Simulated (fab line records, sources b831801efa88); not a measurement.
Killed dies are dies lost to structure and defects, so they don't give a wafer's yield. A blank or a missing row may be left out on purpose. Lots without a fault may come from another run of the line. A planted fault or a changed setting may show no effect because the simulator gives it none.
Chamber matching | flow gf180mcu | GF_V5_CMP_26 on cmp-02: 4 sister chambers
The step polishes, stops on SiO2, t overpolish 15 s, target thk 0 nm. 4 wafers are shown with their chamber, then 8 later ones without.

WAFERS WITH THEIR CHAMBER
wafer  | chamber | motor_current_A (A)
L454.5 | 2       | 9.7
L467.5 | 0       | 9.5
L467.6 | 1       | 10.2
L468.2 | 3       | 11.2

WAFERS WITHOUT THEIR CHAMBER
wafer  | motor_current_A (A)
L468.4 | 9.4
L468.5 | 9.6
L470.1 | 9.9
L470.4 | 10.2
L470.5 | 10.6
L472.3 | 10.2
L472.4 | 11.0
L472.5 | 9.9

WHICH CHAMBER EACH WENT THROUGH
wafer  | from the rows above          | in truth
L468.4 | can't be placed: 0 or 2      | 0
L468.5 | can't be placed: 0 or 2      | 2
L470.1 | can't be placed: 2 or 1 or 0 | 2
L470.4 | 1                            | 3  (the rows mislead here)
L470.5 | can't be placed: 1 or 3      | 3
L472.3 | 1                            | 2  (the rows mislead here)
L472.4 | 3                            | 3
L472.5 | can't be placed: 2 or 1 or 0 | 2
Placed correctly: 1 of 8. Can't be placed from these rows: 5 (the true chamber is among the candidates in 5). Placed wrongly: 2.
How it was worked out, from the rows above alone: a wafer's distance from a chamber is the root of the sum, over the readings, of the square of ((its reading less the chamber's mean) divided by the reading's scatter). The wafer belongs to the nearest chamber; if the next one is less than 2 further off, it can't be placed. A chamber's mean is the mean of its shown wafers. The scatter: with one shown wafer a chamber, the root of the mean of the squares of how far each hidden wafer lies from its nearest shown one.
